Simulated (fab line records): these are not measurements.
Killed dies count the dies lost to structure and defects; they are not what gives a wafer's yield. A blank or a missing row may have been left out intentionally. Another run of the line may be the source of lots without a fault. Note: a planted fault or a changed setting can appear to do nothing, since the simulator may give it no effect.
A lot that was struck, set against a sound lot -- flow gf180mcu -- 43 steps out of a route of 602
Sound: the wafers L365.2, L365.5, L365.6. Struck: wafer L381.2 (left out: L381.1, L381.5 of the same lot, which were not struck); the cause appears at the end.
Each step with rows lists, per side, the tool, then ch with its chambers, then its first start. Under that, the readings that differ: sound wafers -- struck wafers -- difference of the means -- sigmas: that difference in standard deviations of wafers without a fault.
alike: a reading whose means differ by less than 2 such deviations, as well as words and numbers matching on both sides. not compared: withheld readings; readings where some wafer has no value; bounds like >300 that might hide an equal value; numbers whose values overlap and for which the record gives no deviation.
Wherever a step has rows on one side only, a row that says differs or no value, or a row with sigmas, the two part there. Numbers that don't overlap but have no deviation are shown without sigmas and don't part them. A reading missing from all wafers of one side parts the sides only when that side holds two or more wafers.

first, 4 steps without rows for these wafers: GF_V4_SOFTBAKE_10 (time 60 s); GF_V4_EXPOSE_11 (exposes mask Via4, target cd 260 nm); GF_V4_PEB_12 (peb time 90 s); GF_V4_DEVELOP_13 (develop time 60 s).
GF_V4_CD_MEAS_14 targets a cd of 260 nm.
  sound on cdSem-01 at day 26 01:02; struck on cdSem-02 at day 30 21:01
reading,sound,struck,difference,sigmas
cdNm (nm),258.2 259.0 257.8,262.2,+3.9,+3
GF_V4_OVL_MEAS_15:
  sound on overlay-02 at day 26 01:08; struck on overlay-02 at day 30 21:08
  alike: V4_OVL
then, 6 steps without rows for these wafers: GF_V4_ETCH_16 (etches BARC in N2/H2); GF_V4_ETCH_17 (etches SiO2 in C4F8/O2/Ar, stops on TiN, target depth 630 nm); GF_V4_STRIP_18 (strips in O2/N2); GF_V4_STRIP_19 (strips in post etch residue remover, time 1200 s); GF_V4_CLEAN_20 (cleans in DIW); GF_V4_SPUTTER_21 (material Ti, target thk 15 nm, time 80.02 s).
GF_V4_SPUTTER_22: material TiN, target thk 10 nm, time 40 s.
  sound on pvdSputter-01 at day 26 01:58; struck on pvdSputter-01 at day 30 21:53
  alike: throttleValvePct
then, 1 step without rows for these wafers: GF_V4_CVD_23 (deposits W, target thk 350 nm, time 104.9 s).
GF_V4_RS_MEAS_24: a four-point-probe measurement.
  sound on filmMetro-03 at day 26 02:16; struck on filmMetro-03 at day 30 22:02
  alike: V4_W_RS
GF_V4_THK_MEAS_25: measures by xrf.
  sound on filmMetro-03 at day 26 02:22; struck on filmMetro-03 at day 30 22:10
  alike: V4_W_THK
then, 3 steps without rows for these wafers: GF_V4_CMP_26 (polishes, stops on SiO2, t overpolish 15 s, target thk 0 nm); GF_MIM_SPUTTER_00 (material Ti, target thk 37.5 nm, time 150 s); GF_MIM_SPUTTER_01 (material TiN, target thk 30 nm, time 25 s).
GF_MIM_SPUTTER_02: material AlCu, target thk 450 nm, time 23.9 s.
  sound on pvdSputter-02 at day 26 02:51; struck on pvdSputter-04 at day 30 22:39
  alike: throttleValvePct
then, 1 step without rows for these wafers: GF_MIM_SPUTTER_03 (material Ti, target thk 10 nm, time 6.7 s).
GF_MIM_SPUTTER_04: material TiN, target thk 50 nm, time 41.7 s.
  sound on pvdSputter-02 at day 26 02:54; struck on pvdSputter-04 at day 30 22:42
reading,sound,struck,difference,sigmas
throttleValvePct (%),31.5 31.5 30.5,29.2,-2.0,-2
GF_MIM_CVD_05: deposits Si3N4, target thk 42 nm, time 29.086 s.
  sound on pecvd-03 ch 0,2, day 26 02:56; struck on pecvd-04 ch 2, day 30 22:44
reading,sound,struck,difference,sigmas
heaterPowerOuterW (W),390 284 394,512,+156,+3
heaterPowerW (W),728 555 718,789,+122,+2
GF_MIM_THK_MEAS_06:
  sound on filmMetro-04 at day 26 02:59; struck on filmMetro-02 at day 30 22:46
  alike: MIM_CVD_05_THK
GF_MIM_SPUTTER_07: material TiN, target thk 60 nm, time 50 s.
  sound on pvdSputter-01 at day 26 03:02; struck on pvdSputter-01 at day 30 22:50
  alike: throttleValvePct
then, 1 step without rows for these wafers: GF_MIM_SPUTTER_08 (material AlCu, target thk 200 nm, time 10.6 s).
GF_MIM_SPUTTER_09: material TiN, target thk 35 nm, time 29.2 s.
  sound on pvdSputter-01 at day 26 03:06; struck on pvdSputter-01 at day 30 22:54
  alike: throttleValvePct
GF_MIM_RS_MEAS_10: a four-point-probe measurement.
  sound on filmMetro-04 at day 26 03:09; struck on filmMetro-01 at day 30 22:56
  alike: MIM_ALCU_RS
GF_MIM_THK_MEAS_11: measures by xrf.
  sound on filmMetro-04 at day 26 03:16; struck on filmMetro-01 at day 30 23:03
  alike: MIM_ALCU_THK
then, 13 steps without rows for these wafers: GF_MIM_DEHYDRATE_12 (time 60 s); GF_MIM_HMDS_13 (prime time 60 s); GF_MIM_COAT_14 (resist thk 1000 nm); GF_MIM_SOFTBAKE_15 (time 60 s); GF_MIM_EXPOSE_16 (exposes mask FuseTop, target cd 2000 nm); GF_MIM_PEB_17; GF_MIM_DEVELOP_18 (develop time 60 s); GF_MIM_METAL_ETCH_19 (etches the open film in Cl2/BCl3, stops on Si3N4, target depth 324.5 nm, time 54.1 s); GF_MIM_STRIP_20 (strips in O2/N2); GF_MIM_STRIP_21 (strips in post etch residue remover, time 1200 s); GF_MIM_CLEAN_22 (cleans in DIW); GF_M5_DEHYDRATE_00 (time 60 s); GF_M5_HMDS_01 (prime time 60 s).
-- the record jumps here: 4 days lie between the struck wafers' starts before and after (it left off in module M5 and takes up again in module PASSIVATION, whose first step shown is number 602 of the route) --
GF_PASSIVATION_PROBE_99:
  only the struck wafers here have rows in the record (prober-02, day 34 15:07); the sound ones have none

## WHERE THEY PART
First at GF_V4_CD_MEAS_14; last, within this record, at GF_PASSIVATION_PROBE_99.

WHY: what had been put in by the simulator
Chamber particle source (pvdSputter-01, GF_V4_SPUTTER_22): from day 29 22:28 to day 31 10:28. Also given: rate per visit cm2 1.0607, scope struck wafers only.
